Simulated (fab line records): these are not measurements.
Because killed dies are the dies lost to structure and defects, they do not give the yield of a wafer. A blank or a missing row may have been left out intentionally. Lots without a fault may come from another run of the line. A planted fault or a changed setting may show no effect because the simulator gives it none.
Matching of chambers -- flow sfq-line -- SFQ_TRILAYER_I0_CMP_CMP_028 on cmp-01 has 4 sister chambers
The step polishes SiO2. 14 wafers are shown with their chamber, then 7 later ones without.

== WAFERS WITH THEIR CHAMBER ==
wafer,chamber,motor-current-A (A),time-to-endpoint-s (s),edge-zone-pressure-frac
L904.1,0,9.2,208,1.004
L904.2,3,9.8,211,0.998
L904.3,2,9.2,218,1.008
L906.1,3,9.9,207,0.997
L906.2,0,9.6,211,1.007
L906.4,1,8.4,214,0.996
L909.1,0,10.1,208,1.004
L909.4,1,8.6,211,0.999
L909.6,1,8.5,211,1.003
L913.1,3,10.1,208,0.993
L913.3,2,8.6,209,1.001
L913.4,1,8.2,217,1.004
L914.2,3,9.9,208,1.014
L914.5,2,9.3,218,1.001

SIGNATURES (means of the wafers above)
reading,chamber 0,chamber 1,chamber 2,chamber 3,scatter within a chamber
motor-current-A,9.633,8.425,9.033,9.925,0.288
time-to-endpoint-s,209.00,213.25,215.00,208.50,3.06
edge-zone-pressure-frac,1.00500,1.00050,1.00333,1.00050,0.0058
Rule: a wafer's distance from a chamber is the root of the sum, over the readings, of the square of ((its reading less the chamber's mean) divided by the reading's scatter). If the next closest chamber is less than 2 further off than the closest, the wafer can't be placed; otherwise it belongs to the closest. The scatter: take each reading less its chamber's mean, square it, sum over the shown wafers, divide by the number of wafers less the number of chambers, and take the root.

== WAFERS WITH NO CHAMBER GIVEN ==
wafer,motor-current-A (A),time-to-endpoint-s (s),edge-zone-pressure-frac
L914.6,8.5,214,0.998
L918.1,10.3,209,0.998
L918.2,9.5,199,0.994
L918.3,9.1,199,0.991
L920.3,9.7,205,1.000
L920.1,10.2,224,1.005
L920.6,8.5,205,1.007

== EACH ONE'S CHAMBER ==
wafer,from the rows above,in truth
L914.6,can't be placed: 1 or 2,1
L918.1,can't be placed: 3 or 0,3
L918.2,can't be placed: 3 or 0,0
L918.3,can't be placed: 0 or 3 or 1 or 2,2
L920.3,can't be placed: 3 or 0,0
L920.1,can't be placed: 2 or 3 or 0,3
L920.6,can't be placed: 1 or 2 or 0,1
Correctly placed: 0 of 7. These rows do not allow placing 7 (true chamber among the candidates in 7). Placed wrongly: 0.
